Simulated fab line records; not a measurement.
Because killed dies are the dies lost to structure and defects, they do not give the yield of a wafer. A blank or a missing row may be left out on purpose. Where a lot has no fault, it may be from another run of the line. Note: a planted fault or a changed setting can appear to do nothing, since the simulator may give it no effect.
Split-lot experiment | flow sfq line | on a route of 325 steps: 5 lots, 23 wafers read

## ABOUT THE SPLIT
At SFQ_TRILAYER_I6_CMP_CMP_166 (polishes SiO2), the setting leave above ref nm was moved away from the recipe's 200 nm on 9 of the 23 wafers read, by -7.5% to +3.8%. All remaining wafers had this setting at the recipe value.

## FROM THE SPLIT TO THE READING: what the file shows between them, 3 steps
- SFQ_TRILAYER_I6_METRO_MEASURE_167
- SFQ_TRILAYER_I6_VIA_LITHO_COAT_174: resist thk 62 nm (also split here: resist thk nm)
- SFQ_TRILAYER_I6_VIA_BARC_OPEN_VIA_ETCH_235: etches BARC in O2, target depth 125 nm, time 41.7 s (also split here: source w)

## THE READING
oes product au, in a.u., at SFQ_TRILAYER_I6_VIA_ETCH_VIA_ETCH_172 (etches SiO2 in CHF3, stops on Nb, target depth 260 nm). On this fab line, fault-free wafers typically give 0.856 a.u. with a standard deviation of 0.0059 a.u.

wafer  | tool, chamber at the split | leave above ref nm as run, nm | against the recipe | oes product au, a.u. | against lot-mates on the recipe
L075.1 | cmp-02, 2                  | 200                           | recipe             | 0.868                | -
L075.3 | cmp-02, 1                  | 200                           | recipe             | 0.855                | -
L075.6 | cmp-02, 3                  | 200                           | recipe             | 0.855                | -
L076.1 | cmp-02, 2                  | 200                           | recipe             | 0.861                | -
L076.2 | cmp-02, 3                  | 185.1                         | -7.5%              | 0.815                | -0.044
L076.3 | cmp-02, 1                  | 200                           | recipe             | 0.856                | -
L076.4 | cmp-02, 0                  | 185.1                         | -7.5%              | 0.813                | -0.046
L076.5 | cmp-02, 3                  | 185.1                         | -7.5%              | 0.816                | -0.043
L079.1 | cmp-01, 1                  | 200                           | recipe             | 0.851                | -
L079.2 | cmp-01, 0                  | 200                           | recipe             | 0.859                | -
L079.4 | cmp-01, 3                  | 193.3                         | -3.3%              | 0.844                | -0.011
L079.5 | cmp-01, 2                  | 193.3                         | -3.3%              | 0.825                | -0.030
L079.6 | cmp-01, 1                  | 193.3                         | -3.3%              | 0.833                | -0.022
L082.1 | cmp-02, 2                  | 200                           | recipe             | 0.853                | -
L082.3 | cmp-02, 3                  | 207.7                         | +3.8%              | 0.870                | +0.014
L082.4 | cmp-02, 1                  | 207.7                         | +3.8%              | 0.874                | +0.018
L082.5 | cmp-02, 2                  | 200                           | recipe             | 0.859                | -
L082.6 | cmp-02, 1                  | 207.7                         | +3.8%              | 0.881                | +0.025
L085.1 | cmp-01, 2                  | 200                           | recipe             | 0.866                | -
L085.3 | cmp-01, 1                  | 200                           | recipe             | 0.857                | -
L085.4 | cmp-01, 0                  | 200                           | recipe             | 0.857                | -
L085.5 | cmp-01, 1                  | 200                           | recipe             | 0.857                | -
L085.6 | cmp-01, 2                  | 200                           | recipe             | 0.855                | -

FIT RESULTS
A straight line over all 23 wafers: oes product au changes by +0.00561 a.u. for each +1% of leave above ref nm; r = +0.96; the points scatter about the line by 0.0055 a.u.
The same after taking each lot's own level away (the mean of its wafers on the recipe; 23 wafers): +0.00569 a.u. for each +1%; r = +0.97; scatter 0.005 a.u.
The reading moves by 0.042 a.u. for the largest change in leave above ref nm, on that fit.
Across the lots, their own levels run from 0.8550 to 0.8593 a.u., a range of 0.7 times the standard deviation given above.
Consequently the slope shifts little with the lot-to-lot level, the two slopes agreeing.
Check: -0.0432 a.u. against its lot-mates is what the line predicts for one of the wafers moved furthest among these (-7.5%) when that wafer is left out of the fit. Against them it came out at -0.0435 a.u.

## FURTHER SPLITS ON THESE WAFERS
Other splits were also applied to these wafers ahead of the reading. Each is held against what the fit with the lots' levels taken away leaves over:
other split on the same wafers                      | wafers away from the commonest value | r with oes product au (lot level and that fit taken away)
SFQ_TRILAYER_M6_BARC_OPEN_METAL_ETCH_206 icp w      | 6                                    | -0.20
SFQ_TRILAYER_I6_VIA_LITHO_COAT_174 resist thk nm    | 5                                    | +0.05
SFQ_TRILAYER_I6_VIA_BARC_OPEN_VIA_ETCH_235 source w | 6                                    | -0.05

## THE WHOLE CHAIN: every reading that the file lists as answering this split, in the file's order
step                                  | what it does                                          | reading                                                                                   | change (the file's fit)                   | r (the file's)
SFQ_TRILAYER_I6_CMP_CMP_166           | polishes SiO2                                         | SiO2_of_TRILAYER_I6_DEP_PECVD_165.thk nm (the simulator's own value, which no gauge read) | +2.25 nm for each +1% of the setting      | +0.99
SFQ_TRILAYER_I6_METRO_MEASURE_167     |                                                       | thk nm                                                                                    | +2.23 nm for each +1% of the setting      | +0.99
SFQ_TRILAYER_I6_VIA_ETCH_VIA_ETCH_172 | etches SiO2 in CHF3, stops on Nb, target depth 260 nm | oes product au                                                                            | +0.00578 a.u. for each +1% of the setting | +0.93
SFQ_TRILAYER_I6_VIA_ETCH_VIA_ETCH_172 | etches SiO2 in CHF3, stops on Nb, target depth 260 nm | I6.feature depth nm (the simulator's own value, which no gauge read)                      | +2.25 nm for each +1% of the setting      | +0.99

## FILE'S OWN FIT
oes product au changes by +0.00578 a.u. for each +1% of leave above ref nm, r = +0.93.
